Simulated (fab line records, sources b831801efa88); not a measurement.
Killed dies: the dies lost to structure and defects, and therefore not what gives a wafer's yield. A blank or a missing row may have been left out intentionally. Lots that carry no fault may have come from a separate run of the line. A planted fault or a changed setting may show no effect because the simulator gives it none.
A lot that was struck, set against a sound lot    flow gf180mcu    17 steps out of a route of 602
Sound: wafers L543.1, L543.3, L543.5. Struck: wafers L538.1, L538.4, L538.6. Last of all comes the cause.
Per side, at each step with rows, come the tool, then ch with its chambers, and then its first start. Under that, the readings that differ: sound wafers    struck wafers    difference of the means    sigmas: that difference in standard deviations of wafers without a fault.
alike: a reading whose means differ by less than 2 such deviations, as well as words and numbers matching on both sides. not compared: withheld readings; readings where some wafer has no value; bounds like >300 that might hide an equal value; numbers whose values overlap and for which the record gives no deviation.
Wherever a step has rows on one side only, a row that says differs or no value, or a row with sigmas, the two part there. Numbers that have no deviation but don't overlap get no sigmas and don't part them. Lack of a reading on every wafer of one side parts them only where that side has two or more wafers.

first, 2 steps without rows for these wafers: GF_CONTACT_PEB_12 (peb time 90 s); GF_CONTACT_DEVELOP_13 (develop time 60 s).
GF_CONTACT_CD_MEAS_14: target cd 220 nm.
  sound on cdSem-02 at day 19 12:44; struck on cdSem-02 at day 17 09:35
  alike: cdNm
GF_CONTACT_OVL_MEAS_15:
  sound on overlay-02 at day 19 12:51; struck on overlay-02 at day 17 09:43
reading           sound  struck     difference  sigmas
CONTACT_OVL (nm)  7 3 3  -12 -7 -5  -12         -2
GF_CONTACT_ETCH_16: etches BARC in N2/H2.
  sound on rieDiel-02 ch 0,3, day 19 12:53; struck on rieDiel-03 ch 1,3, day 17 09:44
  alike: drypumpMotorCurrentA, oesProductAu, throttleValvePct
GF_CONTACT_ETCH_17: etches SiO2 in C4F8/O2/Ar, stops on CoSi2, target depth 860 nm.
  sound: rieDiel-02 ch 0,3; struck: rieDiel-03 ch 1,3
  alike: oesProductAu
GF_CONTACT_STRIP_18: strips in O2/N2.
  sound on plasmaAsher-02 ch 0,1, day 19 13:03; struck on plasmaAsher-02 ch 0,1, day 17 09:55
  alike: drypumpMotorCurrentA, heaterPowerW, oesProductAu
  not compared: rfHoursCounterH
then, 3 steps without rows for these wafers: GF_CONTACT_CLEAN_19 (cleans in SPM); GF_CONTACT_CLEAN_20 (cleans in DIW); GF_CONTACT_CLEAN_21 (cleans in dHF, time 20 s).
GF_CONTACT_SPUTTER_22: material Ti, target thk 15 nm, time 80.02 s.
  sound on pvdSputter-03 at day 19 13:21; struck on pvdSputter-01 at day 17 10:12
  alike: substrateTempC, throttleValvePct
GF_CONTACT_SPUTTER_23: material TiN, target thk 10 nm, time 40 s.
  sound on pvdSputter-03 at day 19 13:25; struck on pvdSputter-01 at day 17 10:16
  alike: throttleValvePct
GF_CONTACT_CVD_24: deposits W, target thk 300 nm, time 90.339 s.
  sound on cvdW-01 ch 0,1, day 19 13:27; struck on cvdW-02 ch 1, day 17 10:18
  no value came back on the struck wafers for chamberPressureTorr (Torr), heaterPowerOuterW (W), heaterPowerW (W); on the sound wafers chamberPressureTorr (Torr) reads 39.95 39.98 39.95
GF_CONTACT_RS_MEAS_25: a four-point-probe measurement.
  sound on filmMetro-01 at day 19 13:33; struck on filmMetro-01 at day 17 10:24
reading                sound              struck                difference  sigmas
CONTACT_W_RS (ohm/sq)  0.374 0.381 0.384  44.172 44.676 43.749  +43.819     +99 or more
GF_CONTACT_THK_MEAS_26: measures by xrf.
  sound on filmMetro-01 at day 19 13:40; struck on filmMetro-01 at day 17 10:31
reading             sound        struck    difference  sigmas
CONTACT_W_THK (nm)  317 313 311  <0 <0 <0  differs     
GF_CONTACT_CMP_27: polishes, stops on SiO2, t overpolish 15 s, target thk 0 nm.
  sound on cmp-02 ch 1,2, day 19 13:44; struck on cmp-02 ch 0,2, day 17 10:38
reading              sound     struck  difference  sigmas
timeToEndpointS (s)  79 76 79  8 1 6   -73         -17
  alike: motorCurrentA, retainingRingPressureFrac
-- the record jumps here: 13 days lie between the struck wafers' starts before and after (it left off in module CONTACT and takes up again in module PASSIVATION, whose first step shown is number 602 of the route) --
GF_PASSIVATION_PROBE_99:
  only the struck wafers here have rows in the record (prober-01, day 29 23:06); the sound ones have none

## WHERE THEY PART
Earliest at GF_CONTACT_OVL_MEAS_15; latest, in this record, at GF_PASSIVATION_PROBE_99.

WHY: whatever the simulator had introduced
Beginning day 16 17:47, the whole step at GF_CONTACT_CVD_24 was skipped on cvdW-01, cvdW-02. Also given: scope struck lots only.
